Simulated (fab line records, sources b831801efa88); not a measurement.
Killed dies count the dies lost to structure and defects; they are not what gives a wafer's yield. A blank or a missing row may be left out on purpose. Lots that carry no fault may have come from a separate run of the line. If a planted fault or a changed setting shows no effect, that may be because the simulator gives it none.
fab line records	flow sfq_line	part 1 of 2: steps 1 to 26 of 36
record: lots: 5	wafers: 15	last_day: 94
route steps=325 shown I4@174 JJ@178 M5@198 A5B@209
lots that met no fault: from a run of the same line without faults
start_h: the number of hours between the record's first day and the start of the first shown wafer of the lot	wait_h: how many hours have passed since the lot's step before this one	" unchanged from the row above	L1.1+2: a row that stands for several wafers	- no value, or no start was given	* or withheld: withheld	< > ~ a bound
route shown NAME@n: a module of which the file shows steps, and the number in the route of the first	usual: the fault-free wafers' mean and standard deviation	same: alike in all rows	chamber/n: place in a boat	sites: the reading at each site	_std_site: standard deviation across them	_edge_site: inner sites' mean taken away from outer sites' mean	radius_mm: how far each site lies from the wafer's centre	mask NAME#n: copy n	behind: the last tool/chamber to shape the wafer	hold: why the lot went on hold/how many hours it stayed there/how the hold came to an end	device: names the non-switching transistor (n, p or np)	end of line: tests run on the same wafers once the route is complete	a step given without rows: its recipe and nothing more	killed: count of dies lost to structure and defects at first sort (not the wafer's yield)	map: dies across one wafer; x = killed, . = not, _ = none there
set.NAME: the setting the step ran with; set.NAME@STEP: the setting that earlier step ran with	model.NAME: the simulator's own value behind a step, which no gauge read
a table for each step, a row for each wafer; lots at some steps of the route
services: a tool's chamber out of use, with start hour (start_h, from the record's first day; less than 0 if before it), hours out, and reason
== steps ==
step: SFQ_TRILAYER_I4_VIA_BARC_OPEN_VIA_ETCH_146
recipe: mask_material: PR	chemistry: O2	target_depth_nm: 125	target: BARC	source_w: 500	bias_w: 80	pressure_mtorr: 30	time_s: 41.7
usual: drypump_motor_current_A: 5.8/0.37	oes_product_au: 0.685/0.0043
lot.wafer	tool	chamber	start_h	wait_h	drypump_motor_current_A	oes_product_au	rf_hours_counter_h
L074.2	rie_diel-02	0	1125.43	0.0	5.6	0.682	12
L074.3	"	1	"	"	6.1	0.684	6
L074.4	"	2	"	"	5.8	0.683	14
L085.1	rie_diel-04	3	1290.65	0.0	6.3	0.685	5
L085.5	"	3	"	"	6.3	0.689	-
L085.6	"	0	"	"	5.0	0.688	-
L091.1	rie_diel-04	1	1302.20	0.0	5.6	0.685	6
L091.2	"	3	"	"	6.3	0.683	5
L091.3	"	0	"	"	5.0	0.692	4
L092.3	rie_diel-03	2	1303.40	0.0	5.7	0.685	14
L092.4	"	3	"	"	5.1	0.693	6
L092.5	"	3	"	"	5.0	0.687	-
L095.1	rie_diel-03	2	1307.00	0.0	5.7	0.685	14
L095.3	"	3	"	"	5.0	0.684	7
L095.5	"	2	"	"	5.7	0.681	-
step: SFQ_TRILAYER_I4_VIA_ETCH_VIA_ETCH_106
recipe: target: SiO2	stop_on: Nb	mask_material: PR	taper_deg: 20	chemistry: CHF3	target_depth_nm: 260	source_w: 500	bias_w: 80	pressure_mtorr: 30	time_s: withheld
usual: drypump_motor_current_A: 5.8/0.37	oes_product_au: 0.853/0.0053
lot.wafer	tool	chamber	start_h	wait_h	drypump_motor_current_A	oes_product_au
L074.2	rie_diel-02	0	1125.47	0.0	5.5	0.847
L074.3	"	1	"	"	6.1	0.863
L074.4	"	2	"	"	5.8	0.854
L085.1	rie_diel-04	3	1290.69	0.0	6.3	0.854
L085.5	"	3	"	"	6.3	0.855
L085.6	"	0	"	"	5.0	0.853
L091.1	rie_diel-04	1	1302.24	0.0	5.6	0.847
L091.2	"	3	"	"	6.3	0.865
L091.3	"	0	"	"	5.0	0.858
L092.3	rie_diel-03	2	1303.44	0.0	5.7	0.851
L092.4	"	3	"	"	5.0	0.861
L092.5	"	3	"	"	5.0	0.853
L095.1	rie_diel-03	2	1307.04	0.0	5.7	0.854
L095.3	"	3	"	"	5.1	0.856
L095.5	"	2	"	"	5.7	0.857
step: SFQ_TRILAYER_I4_VIA_STRIP_STRIP_107
recipe: gas: O2	power_w: 200	platen_temp_c: 40	overash_fraction: 0.65	chemistry: O2	pressure_mtorr: 50
usual: drypump_motor_current_A: 5.7/0.63	oes_product_au: 1.000/0.012
lot.wafer	tool	chamber	start_h	wait_h	drypump_motor_current_A	oes_product_au	rf_hours_counter_h
L074.2	rie_metal-03	1	1125.58	-	6.5	1.014	29
L074.3	"	1	"	"	6.5	1.014	-
L074.4	"	0	"	"	5.1	0.988	-
L085.1	rie_metal-03	0	1290.80	-	5.0	0.991	27
L085.5	"	1	"	"	6.5	1.005	-
L085.6	"	0	"	"	5.1	0.984	-
L091.1	rie_metal-02	1	1302.35	-	5.8	1.030	42
L091.2	"	0	"	"	6.3	0.995	30
L091.3	"	0	"	"	6.3	0.986	-
L092.3	rie_metal-03	1	1303.82	-	6.5	1.015	-
L092.4	"	0	"	"	5.0	0.999	-
L092.5	"	0	"	"	5.1	0.992	-
L095.1	rie_metal-01	1	1307.15	-	5.6	1.005	20
L095.3	"	0	"	"	5.0	0.991	-
L095.5	"	1	"	"	5.6	1.013	-
step: SFQ_TRILAYER_I4_VIA_STRIP_SOLV_CLEAN_108
recipe: chemistry: NMP	temp_c: 70	time_s: 600
lot.wafer	tool	chamber	start_h	wait_h
L074.2+3+4	wet_bench-02	0,4,3	1126.18	0.4
L085.1+5+6	wet_bench-02	2,3,0	1291.40	0.4
L091.1+2+3	wet_bench-01	0,7,1	1302.95	0.4
L092.3+4+5	wet_bench-04	1,4,2	1304.35	0.3
L095.1+3+5	wet_bench-01	5,7,6	1307.75	0.4
step: SFQ_TRILAYER_JJ_TRILAYER_DEP_PRE_CLEAN_113
recipe: gas: Ar	time_s: 22.5	bias_v: 250
lot.wafer	tool	chamber	start_h	wait_h
L074.2+3+4	pvd_sputter-04	-	1126.36	0.0
L085.1+5+6	pvd_sputter-04	-	1291.58	0.0
L091.1+2+3	pvd_sputter-04	-	1303.13	0.0
L092.3+4+5	pvd_sputter-06	-	1304.53	0.0
L095.1+3+5	pvd_sputter-06	-	1307.93	0.0
step: SFQ_TRILAYER_JJ_TRILAYER_DEP_SPUTTER_109
recipe: material: Nb	base_pressure_pa: 1.33e-06	chamber_pressure_pa: 0.1333	substrate_temp_c: 20	target_thk_nm: 150	power_w: 2000	time_s: 100
usual: base_pressure_pa: 1.34e-06/9.3e-08	throttle_valve_pct: 30.0/0.75
lot.wafer	tool	chamber	start_h	wait_h	base_pressure_pa	throttle_valve_pct
L074.2	pvd_sputter-04	-	1126.39	0.0	1.33e-06	29.6
L074.3	"	-	"	"	1.44e-06	29.2
L074.4	"	-	"	"	1.31e-06	29.9
L085.1	pvd_sputter-04	-	1291.61	0.0	1.38e-06	29.8
L085.5	"	-	"	"	1.44e-06	29.0
L085.6	"	-	"	"	1.05e-06	29.9
L091.1	pvd_sputter-04	-	1303.16	0.0	1.29e-06	30.0
L091.2	"	-	"	"	1.31e-06	29.3
L091.3	"	-	"	"	1.31e-06	29.5
L092.3	pvd_sputter-06	-	1304.56	0.0	1.27e-06	28.9
L092.4	"	-	"	"	1.37e-06	29.6
L092.5	"	-	"	"	1.36e-06	30.1
L095.1	pvd_sputter-06	-	1307.96	0.0	1.51e-06	29.5
L095.3	"	-	"	"	1.45e-06	29.9
L095.5	"	-	"	"	1.27e-06	29.7
step: SFQ_TRILAYER_JJ_TRILAYER_DEP_SPUTTER_110
recipe: material: Al	base_pressure_pa: 1.33e-06	target_thk_nm: 8	power_w: 500	time_s: 10	chamber_pressure_pa: 0.4
usual: base_pressure_pa: 1.33e-06/8.7e-08	throttle_valve_pct: 30.0/0.74
lot.wafer	tool	chamber	start_h	wait_h	base_pressure_pa	throttle_valve_pct
L074.2	pvd_sputter-04	-	1126.46	0.0	1.28e-06	30.0
L074.3	"	-	"	"	1.29e-06	28.9
L074.4	"	-	"	"	1.24e-06	29.9
L085.1	pvd_sputter-04	-	1291.68	0.0	1.34e-06	29.9
L085.5	"	-	"	"	1.05e-06	29.5
L085.6	"	-	"	"	1.29e-06	30.0
L091.1	pvd_sputter-04	-	1303.23	0.0	1.3e-06	29.8
L091.2	"	-	"	"	1.38e-06	29.3
L091.3	"	-	"	"	1.34e-06	29.6
L092.3	pvd_sputter-06	-	1304.63	0.0	1.33e-06	29.3
L092.4	"	-	"	"	1.43e-06	29.7
L092.5	"	-	"	"	1.38e-06	30.3
L095.1	pvd_sputter-06	-	1308.03	0.0	1.24e-06	29.6
L095.3	"	-	"	"	1.43e-06	29.9
L095.5	"	-	"	"	1.35e-06	29.9
step: SFQ_TRILAYER_JJ_TRILAYER_DEP_AL_OXIDATION_111
recipe: pressure_mbar: 0.014667	oxidation_time_s: 600	temperature_k: 293
lot.wafer	tool	chamber	start_h	wait_h
L074.2+3+4	pvd_sputter-04	-	1126.48	0.0
L085.1+5+6	pvd_sputter-04	-	1291.70	0.0
L091.1+2+3	pvd_sputter-04	-	1303.25	0.0
L092.3+4+5	pvd_sputter-06	-	1304.65	0.0
L095.1+3+5	pvd_sputter-06	-	1308.05	0.0
step: SFQ_TRILAYER_JJ_TRILAYER_DEP_SPUTTER_112
recipe: material: Nb	base_pressure_pa: 1.33e-06	chamber_pressure_pa: 0.1333	substrate_temp_c: 20	target_thk_nm: 170	power_w: 2000	time_s: 113.3
usual: base_pressure_pa: 1.33e-06/9e-08	throttle_valve_pct: 30.0/0.73
lot.wafer	tool	chamber	start_h	wait_h	base_pressure_pa	throttle_valve_pct
L074.2	pvd_sputter-04	-	1127.48	0.5	1.4e-06	30.2
L074.3	"	-	"	"	1.2e-06	29.2
L074.4	"	-	"	"	1.35e-06	30.1
L085.1	pvd_sputter-04	-	1292.70	0.5	1.27e-06	29.9
L085.5	"	-	"	"	1.33e-06	29.2
L085.6	"	-	"	"	1.2e-06	29.7
L091.1	pvd_sputter-04	-	1304.25	0.5	1.4e-06	29.8
L091.2	"	-	"	"	1.51e-06	29.1
L091.3	"	-	"	"	1.16e-06	29.9
L092.3	pvd_sputter-06	-	1305.65	0.5	1.45e-06	29.3
L092.4	"	-	"	"	1.27e-06	29.5
L092.5	"	-	"	"	1.48e-06	30.2
L095.1	pvd_sputter-06	-	1309.05	0.5	1.31e-06	29.5
L095.3	"	-	"	"	1.29e-06	29.8
L095.5	"	-	"	"	1.44e-06	30.1
step: SFQ_JJ_RS_MEAS_929
recipe: thk_meas_gauge: four-point-probe	reads: Nb_of_TRILAYER_JJ_TRILAYER_DEP_SPUTTER_112
usual: JJ_NB_RS: 1.044/0.013
lot.wafer	tool	chamber	start_h	wait_h	JJ_NB_RS[ohm/sq]
L074.2	film_metro-01	-	1127.58	0.1	1.058
L074.3	"	-	"	"	1.029
L074.4	"	-	"	"	1.043
L085.1	film_metro-01	-	1292.78	0.0	1.077
L085.5	"	-	"	"	1.027
L085.6	"	-	"	"	1.042
L091.1	film_metro-02	-	1304.33	0.0	1.055
L091.2	"	-	"	"	1.022
L091.3	"	-	"	"	1.040
L092.3	film_metro-02	-	1305.77	0.1	1.035
L092.4	"	-	"	"	1.054
L092.5	"	-	"	"	1.059
L095.1	film_metro-01	-	1309.13	0.0	1.042
L095.3	"	-	"	"	1.032
L095.5	"	-	"	"	1.029
step: SFQ_TRILAYER_JJ_CE_LITHO_COAT_119
recipe: resist: BARC	spin_rpm: 3000	resist_thk_nm: 62
usual: dispense_pressure_kPa: 50/5.4
lot.wafer	tool	chamber	start_h	wait_h	dispense_pressure_kPa
L074.2	litho_track-04	0	1127.79	0.1	55
L074.3	"	0	"	"	55
L074.4	"	0	"	"	55
L085.1	litho_track-04	0	1292.96	0.1	55
L085.5	"	0	"	"	55
L085.6	"	0	"	"	55
L091.1	litho_track-04	0	1304.51	0.1	55
L091.2	"	0	"	"	55
L091.3	"	0	"	"	55
L092.3	litho_track-01	0	1306.01	0.1	50
L092.4	"	0	"	"	50
L092.5	"	0	"	"	50
L095.1	litho_track-02	0	1309.31	0.1	42
L095.3	"	0	"	"	42
L095.5	"	0	"	"	42
step: SFQ_TRILAYER_JJ_CE_LITHO_COAT_114
recipe: resist: KrF	spin_rpm: 3000	resist_thk_nm: 600
usual: dispense_pressure_kPa: 50/5.4
lot.wafer	tool	chamber	start_h	wait_h	dispense_pressure_kPa
L074.2	litho_track-04	0	1128.09	0.2	55
L074.3	"	0	"	"	55
L074.4	"	0	"	"	55
L085.1	litho_track-04	0	1293.26	0.2	55
L085.5	"	0	"	"	55
L085.6	"	0	"	"	55
L091.1	litho_track-04	0	1304.81	0.2	55
L091.2	"	0	"	"	55
L091.3	"	0	"	"	55
L092.3	litho_track-01	0	1306.31	0.2	50
L092.4	"	0	"	"	50
L092.5	"	0	"	"	50
L095.1	litho_track-02	0	1309.61	0.2	42
L095.3	"	0	"	"	42
L095.5	"	0	"	"	42
step: SFQ_TRILAYER_JJ_CE_LITHO_SOFTBAKE_118
recipe: temp_c: withheld	time_s: withheld	resist: KrF
lot.wafer	tool	chamber	start_h	wait_h
L074.2+3+4	litho_track-04	0	1128.37	0.2
L085.1+5+6	litho_track-04	0	1293.56	0.2
L091.1+2+3	litho_track-04	0	1305.11	0.2
L092.3+4+5	litho_track-01	0	1306.56	0.2
L095.1+3+5	litho_track-02	0	1309.91	0.2
step: SFQ_TRILAYER_JJ_CE_LITHO_EXPOSE_115
recipe: mask_id: J5	na: 0.6	source_shape: conventional	sigma_outer: 0.65	target_cd_nm: 700	dose_mj: 14.4
lot.wafer	tool	chamber	start_h	wait_h	mask
L074.2+3+4	krf_scanner-02	0	1269.29	-	J5#0
L085.1+5+6	krf_scanner-01	0	1394.56	-	J5#0
L091.1+2+3	krf_scanner-01	0	1401.76	-	J5#0
L092.3+4+5	krf_scanner-01	0	1403.36	-	J5#0
L095.1+3+5	krf_scanner-01	0	1406.56	-	J5#0
step: SFQ_TRILAYER_JJ_CE_LITHO_PEB_117
recipe: peb_temp_c: 115	peb_time_s: 60	resist: KrF
usual: heater_power_total_W: 79.15/0.068
lot.wafer	tool	chamber	start_h	wait_h	heater_power_total_W
L074.2	litho_track-04	0	1270.32	0.8	79.08
L074.3	"	0	"	"	79.24
L074.4	"	0	"	"	79.23
L085.1	litho_track-01	0	1395.76	1.0	79.15
L085.5	"	0	"	"	79.21
L085.6	"	0	"	"	79.21
L091.1	litho_track-01	0	1402.96	1.0	79.10
L091.2	"	0	"	"	79.23
L091.3	"	0	"	"	79.02
L092.3	litho_track-04	0	1404.21	0.7	79.12
L092.4	"	0	"	"	79.23
L092.5	"	0	"	"	79.05
L095.1	litho_track-01	0	1407.76	1.0	79.22
L095.3	"	0	"	"	79.21
L095.5	"	0	"	"	79.19
step: SFQ_TRILAYER_JJ_CE_LITHO_DEVELOP_116
recipe: time_s: 60	resist: KrF
lot.wafer	tool	chamber	start_h	wait_h
L074.2+3+4	litho_track-04	0	1270.47	0.1
L085.1+5+6	litho_track-01	0	1395.91	0.1
L091.1+2+3	litho_track-01	0	1403.11	0.1
L092.3+4+5	litho_track-04	0	1404.36	0.1
L095.1+3+5	litho_track-01	0	1407.91	0.1
step: SFQ_JJ_OVL_MEAS_931
usual: J5_OVL: -5/5.8
lot.wafer	tool	chamber	start_h	wait_h	J5_OVL[nm]
L074.2	overlay-01	-	1270.60	0.1	-12
L074.3	"	-	"	"	-7
L074.4	"	-	"	"	-15
L085.1	overlay-02	-	1396.06	0.1	-9
L085.5	"	-	"	"	-11
L085.6	"	-	"	"	-10
L091.1	overlay-02	-	1403.26	0.1	1
L091.2	"	-	"	"	4
L091.3	"	-	"	"	1
L092.3	overlay-02	-	1404.47	0.1	-5
L092.4	"	-	"	"	-3
L092.5	"	-	"	"	-5
L095.1	overlay-02	-	1408.06	0.1	-15
L095.3	"	-	"	"	-16
L095.5	"	-	"	"	-11
step: SFQ_TRILAYER_JJ_CE_METRO_MEASURE_117
usual: cd_nm: 699.7/1.5
lot.wafer	tool	chamber	start_h	wait_h	cd_nm
L074.2	cd_sem-02	-	1270.83	0.2	699.7
L074.3	"	-	"	"	699.4
L074.4	"	-	"	"	699.6
L085.1	cd_sem-01	-	1396.10	0.0	704.5
L085.5	"	-	"	"	703.4
L085.6	"	-	"	"	704.3
L091.1	cd_sem-01	-	1403.30	0.0	701.0
L091.2	"	-	"	"	700.5
L091.3	"	-	"	"	699.4
L092.3	cd_sem-02	-	1404.90	0.4	697.8
L092.4	"	-	"	"	698.3
L092.5	"	-	"	"	699.1
L095.1	cd_sem-01	-	1408.10	0.0	697.6
L095.3	"	-	"	"	697.0
L095.5	"	-	"	"	698.1
step: SFQ_TRILAYER_JJ_CE_BARC_OPEN_RIE_150
recipe: mask_material: PR	chemistry: O2	target_depth_nm: 240	target: BARC	icp_w: 600	bias_w: 80	pressure_mtorr: 10	time_s: 80
usual: drypump_motor_current_A: 5.9/0.39	oes_product_au: 0.537/0.0047
lot.wafer	tool	chamber	start_h	wait_h	drypump_motor_current_A	oes_product_au	rf_hours_counter_h
L074.2	rie_metal-02	1	1271.83	0.8	5.8	0.536	34
L074.3	"	0	"	"	6.3	0.535	-
L074.4	"	1	"	"	5.8	0.529	-
L085.1	rie_metal-04	1	1397.30	1.0	5.7	0.527	76
L085.5	"	1	"	"	5.7	0.544	-
L085.6	"	0	"	"	6.2	0.540	-
L091.1	rie_metal-01	0	1404.50	1.0	5.0	0.539	95
L091.2	"	1	"	"	5.6	0.534	29
L091.3	"	0	"	"	5.0	0.539	-
L092.3	rie_metal-02	0	1405.73	0.6	6.3	0.531	-
L092.4	"	1	"	"	5.8	0.533	-
L092.5	"	0	"	"	6.3	0.533	-
L095.1	rie_metal-02	1	1409.30	1.0	5.9	0.540	56
L095.3	"	1	"	"	5.9	0.539	-
L095.5	"	1	"	"	5.8	0.533	-
step: SFQ_TRILAYER_JJ_CE_ETCH_RIE_118
recipe: target: Nb	stop_on: Al2O3	mask_material: PR	taper_deg: 13.257	over_etch_frac: 0.15	time_s: 97.7	chemistry: SF6	target_depth_nm: 170	icp_w: 600	bias_w: 80	pressure_mtorr: 10
usual: drypump_motor_current_A: 5.9/0.39	oes_product_au: 0.992/0.0087
same: over_etch_frac: 0.15
lot.wafer	tool	chamber	start_h	wait_h	drypump_motor_current_A	oes_product_au	rf_hours_counter_h
L074.2	rie_metal-02	1	1271.92	0.1	5.8	0.981	35
L074.3	"	0	"	"	6.3	0.982	-
L074.4	"	1	"	"	5.8	0.996	-
L085.1	rie_metal-04	1	1397.39	0.1	5.7	0.982	76
L085.5	"	1	"	"	5.6	0.997	-
L085.6	"	0	"	"	6.2	0.979	-
L091.1	rie_metal-01	0	1404.59	0.1	5.0	0.990	95
L091.2	"	1	"	"	5.6	1.003	29
L091.3	"	0	"	"	5.0	0.990	-
L092.3	rie_metal-02	0	1405.82	0.1	6.3	0.984	-
L092.4	"	1	"	"	5.9	0.995	-
L092.5	"	0	"	"	6.3	0.980	-
L095.1	rie_metal-02	1	1409.39	0.1	5.8	1.003	56
L095.3	"	1	"	"	5.9	1.000	-
L095.5	"	1	"	"	5.8	1.009	-
step: SFQ_TRILAYER_JJ_ANODIZE_ANODIZE_119
recipe: current_density_ma_cm2: withheld	end_current_density_ma_cm2: withheld	bath_temp_c: withheld
lot.wafer	tool	chamber	start_h	wait_h
L074.2+3+4	wet_bench-06	0,6,3	1272.02	0.1
L085.1+5+6	wet_bench-05	2,7,1	1397.50	0.1
L091.1+2+3	wet_bench-05	1,3,4	1404.70	0.1
L092.3+4+5	wet_bench-06	4,7,3	1405.90	0.0
L095.1+3+5	wet_bench-05	4,5,3	1409.50	0.1
step: SFQ_TRILAYER_JJ_CE_STRIP_STRIP_120
recipe: gas: O2	power_w: 200	platen_temp_c: 40	overash_fraction: 0.65	chemistry: O2	pressure_mtorr: 50
usual: drypump_motor_current_A: 5.6/0.47	oes_product_au: 1.003/0.012
lot.wafer	tool	chamber	start_h	wait_h	drypump_motor_current_A	oes_product_au	rf_hours_counter_h
L074.2	rie_metal-04	1	1272.57	0.0	5.7	1.026	57
L074.3	"	1	"	"	5.6	1.015	-
L074.4	"	0	"	"	6.2	0.998	-
L085.1	rie_metal-02	0	1398.50	0.0	6.3	1.000	42
L085.5	"	1	"	"	5.8	1.020	-
L085.6	"	0	"	"	6.3	1.006	-
L091.1	rie_metal-01	0	1405.20	0.0	5.0	0.995	96
L091.2	"	1	"	"	5.6	1.002	29
L091.3	"	1	"	"	5.6	1.007	-
L092.3	rie_metal-01	1	1406.60	0.2	5.6	1.008	-
L092.4	"	0	"	"	5.0	1.001	-
L092.5	"	1	"	"	5.6	1.008	-
L095.1	rie_metal-01	0	1410.00	0.0	5.0	0.997	97
L095.3	"	0	"	"	4.9	0.989	-
L095.5	"	0	"	"	5.0	0.997	-
step: SFQ_TRILAYER_JJ_CE_STRIP_SOLV_CLEAN_121
recipe: chemistry: NMP	temp_c: 70	time_s: 600
lot.wafer	tool	chamber	start_h	wait_h
L074.2+3+4	wet_bench-01	7,3,1	1273.17	0.4
L085.1+5+6	wet_bench-02	1,6,3	1399.10	0.4
L091.1+2+3	wet_bench-02	4,3,5	1405.80	0.4
L092.3+4+5	wet_bench-01	1,2,4	1407.00	0.2
L095.1+3+5	wet_bench-03	5,4,7	1410.60	0.4
step: SFQ_TRILAYER_M5_LITHO_COAT_128
recipe: resist: BARC	spin_rpm: 3000	resist_thk_nm: 62
usual: dispense_pressure_kPa: 51.0/1.6
lot.wafer	tool	chamber	start_h	wait_h	dispense_pressure_kPa
L074.2	litho_track-03	0	1273.43	0.1	50.9
L074.3	"	0	"	"	50.9
L074.4	"	0	"	"	50.9
L085.1	litho_track-03	0	1399.27	0.0	50.9
L085.5	"	0	"	"	50.9
L085.6	"	0	"	"	50.9
L091.1	litho_track-01	0	1405.97	0.0	49.8
L091.2	"	0	"	"	49.9
L091.3	"	0	"	"	49.8
L092.3	litho_track-03	0	1407.27	0.1	50.9
L092.4	"	0	"	"	50.9
L092.5	"	0	"	"	50.9
L095.1	litho_track-01	0	1410.79	0.0	49.8
L095.3	"	0	"	"	49.8
L095.5	"	0	"	"	49.8
step: SFQ_TRILAYER_M5_LITHO_COAT_123
recipe: resist: KrF	spin_rpm: 3000	resist_thk_nm: 600
usual: dispense_pressure_kPa: 51.0/1.6
lot.wafer	tool	chamber	start_h	wait_h	dispense_pressure_kPa
L074.2	litho_track-03	0	1273.73	0.2	50.9
L074.3	"	0	"	"	50.9
L074.4	"	0	"	"	50.9
L085.1	litho_track-03	0	1399.57	0.2	50.9
L085.5	"	0	"	"	50.9
L085.6	"	0	"	"	51.0
L091.1	litho_track-01	0	1406.27	0.2	49.8
L091.2	"	0	"	"	49.8
L091.3	"	0	"	"	49.9
L092.3	litho_track-03	0	1407.57	0.2	50.9
L092.4	"	0	"	"	50.9
L092.5	"	0	"	"	50.9
L095.1	litho_track-01	0	1411.09	0.2	49.8
L095.3	"	0	"	"	49.8
L095.5	"	0	"	"	49.8
step: SFQ_TRILAYER_M5_LITHO_SOFTBAKE_127
recipe: temp_c: withheld	time_s: withheld	resist: KrF
lot.wafer	tool	chamber	start_h	wait_h
L074.2+3+4	litho_track-03	0	1274.00	0.2
L085.1+5+6	litho_track-03	0	1399.87	0.2
L091.1+2+3	litho_track-01	0	1406.57	0.2
L092.3+4+5	litho_track-03	0	1407.82	0.2
L095.1+3+5	litho_track-01	0	1411.39	0.2
